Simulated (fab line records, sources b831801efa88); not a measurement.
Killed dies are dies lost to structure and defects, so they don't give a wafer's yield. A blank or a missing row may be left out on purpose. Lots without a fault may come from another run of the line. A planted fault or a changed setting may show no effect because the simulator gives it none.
Chamber matching | flow sky130 | SKY_VIA3_CMP_02 on cmp-02: 4 sister chambers
The step polishes SiO2. 8 wafers are shown with their chamber, then 8 later ones without.

WAFERS WITH THEIR CHAMBER
wafer  | chamber | motor_current_A (A) | platen_rpm (rpm)
L552.6 | 0       | 14.5                | 60.01
L553.6 | 3       | 11.1                | 60.02
L554.3 | 3       | 10.7                | 60.01
L554.5 | 2       | 12.3                | 60.06
L567.1 | 1       | 12.3                | 59.98
L567.5 | 1       | 12.7                | 59.98
L567.6 | 0       | 14.7                | 60.04
L568.2 | 2       | 12.3                | 60.04

WAFERS WITHOUT THEIR CHAMBER
wafer  | motor_current_A (A) | platen_rpm (rpm)
L568.3 | 15.1                | 59.99
L568.5 | 10.8                | 60.02
L570.1 | 12.6                | 60.06
L570.5 | 12.7                | 60.00
L570.6 | 12.4                | 59.98
L572.1 | 12.9                | 59.94
L572.2 | 14.9                | 60.10
L572.3 | 12.3                | 59.96

WHICH CHAMBER EACH WENT THROUGH
wafer  | from the rows above | in truth
L568.3 | 0                   | 0
L568.5 | 3                   | 3
L570.1 | 2                   | 2
L570.5 | 1                   | 1
L570.6 | 1                   | 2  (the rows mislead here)
L572.1 | 1                   | 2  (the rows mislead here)
L572.2 | 0                   | 0
L572.3 | 1                   | 1
Placed correctly: 6 of 8. Can't be placed from these rows: 0. Placed wrongly: 2.
How it was worked out, from the rows above alone: a wafer's distance from a chamber is the root of the sum, over the readings, of the square of ((its reading less the chamber's mean) divided by the reading's scatter). The wafer belongs to the nearest chamber; if the next one is less than 2 further off, it can't be placed. A chamber's mean is the mean of its shown wafers. The scatter: the root of (the sum of the squares of (reading less its chamber's mean) over the shown wafers, divided by (wafers less chambers)).
